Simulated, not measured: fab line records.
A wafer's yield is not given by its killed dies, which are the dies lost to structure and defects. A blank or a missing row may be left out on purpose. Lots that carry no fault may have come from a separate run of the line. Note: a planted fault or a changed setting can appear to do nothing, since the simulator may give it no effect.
Comparing a struck lot with a sound one -- flow sky130 -- 15 steps out of a route of 708
Sound: wafers L845.1, L845.2, L845.3. Wafers struck: L854.1, L854.2, L854.3. At the end, the cause is stated.
For every step that has rows: the tool of each side, followed by ch and its chambers, followed by its first start. Under that, the readings that differ: sound wafers -- struck wafers -- difference of the means -- sigmas: that difference in standard deviations of wafers without a fault.
alike: readings whose means differ by less than 2 such deviations, and words and numbers that are the same on both sides. not compared: withheld readings, readings that some wafer has no value for, bounds like >300 that may hide the same value, and numbers for which the record gives no deviation and whose values overlap.
Wherever a step has rows on one side only, a row that says differs or no value, or a row with sigmas, the two part there. Non-overlapping numbers with no deviation appear without sigmas and do not part them. A reading missing from all wafers of one side parts the sides only when that side holds two or more wafers.

first, 3 steps without rows for these wafers: SKY_GATE_OXIDE_EXPOSE_07 (exposes mask LVOM, target cd 600 nm); SKY_GATE_OXIDE_PEB_08; SKY_GATE_OXIDE_DEVELOP_09 (develop time 60 s).
SKY_GATE_OXIDE_OVL_MEAS_10:
  sound: overlay-01 at day 15 19:26; struck: overlay-02 at day 19 00:36
  alike: GATE_OXIDE_OVL
then, 2 steps without rows for these wafers: SKY_GATE_OXIDE_IMPLANT_11; SKY_GATE_OXIDE_WET_ETCH_12 (etches SiO2 in dHF, target depth 16.8 nm, time 336 s).
SKY_GATE_OXIDE_STRIP_13: strips in O2/N2.
  sound on plasma asher-04 ch 0,1, day 15 19:44; struck on plasma asher-03 ch 0,1, day 19 00:54
  alike: drypump motor current A, oes product au, strip time to endpoint s
  not compared: rf hours counter h
SKY_GATE_OXIDE_TW_MEAS_14:
  sound: film metro-04 at day 15 19:50; struck: film metro-01 at day 19 01:00
reading,sound,struck,difference,sigmas
GATE_OXIDE_TW,224.2 226.1 226.1,223.1 222.3 221.2,-3.3,-2
then, 3 steps without rows for these wafers: SKY_GATE_OXIDE_CLEAN_15 (cleans in SC1/SC2, time 150 s); SKY_GATE_OXIDE_OXIDATION_16 (stabilise 600 s, purge 300 s, target thk 3.57 nm); SKY_POLY_GATE_CVD_00 (deposits poly-Si, target thk 180 nm, time 720 s).
SKY_POLY_GATE_THK_MEAS_01:
  sound: film metro-04 at day 15 23:22; struck: film metro-02 at day 19 03:50
  alike: POLY_GATE_CVD_00_THK
SKY_RES_PROTECT_DEHYDRATE_00: time 60 s.
  sound on litho track-03 ch 0, day 16 13:56; struck on litho track-04 ch 0, day 19 19:53
reading,sound,struck,difference,sigmas
heater power total W (W),160.51 160.29 160.52,165.35 165.43 165.22,+4.89,+41
plate temp C (C),200.09 199.96 199.80,204.66 204.86 204.79,+4.82,+28
  alike: resist line temp C
then, 1 step without rows for these wafers: SKY_RES_PROTECT_HMDS_01 (prime time 60 s).
-- the record jumps here: 31 days lie between the struck wafers' starts before and after (it left off in module RES_PROTECT and takes up again in module PAD_OPEN, whose first step shown is number 708 of the route) --
SKY_PAD_OPEN_PROBE_99:
  sound: prober-02 at day 48 21:17; struck: prober-01 at day 50 22:07
reading,sound,struck,difference,sigmas
killed_at_M0_to_M3,35 37 34,49 50 59,+17,+2
  alike: killed_at_M4_up, killed at contacts, killed at front end, killed at other, killed dies, killed open, killed short

## WHERE THEY PART
At SKY_GATE_OXIDE_TW_MEAS_14 first; at SKY_PAD_OPEN_PROBE_99 last (within this record only).

WHY: the cause the simulator had injected
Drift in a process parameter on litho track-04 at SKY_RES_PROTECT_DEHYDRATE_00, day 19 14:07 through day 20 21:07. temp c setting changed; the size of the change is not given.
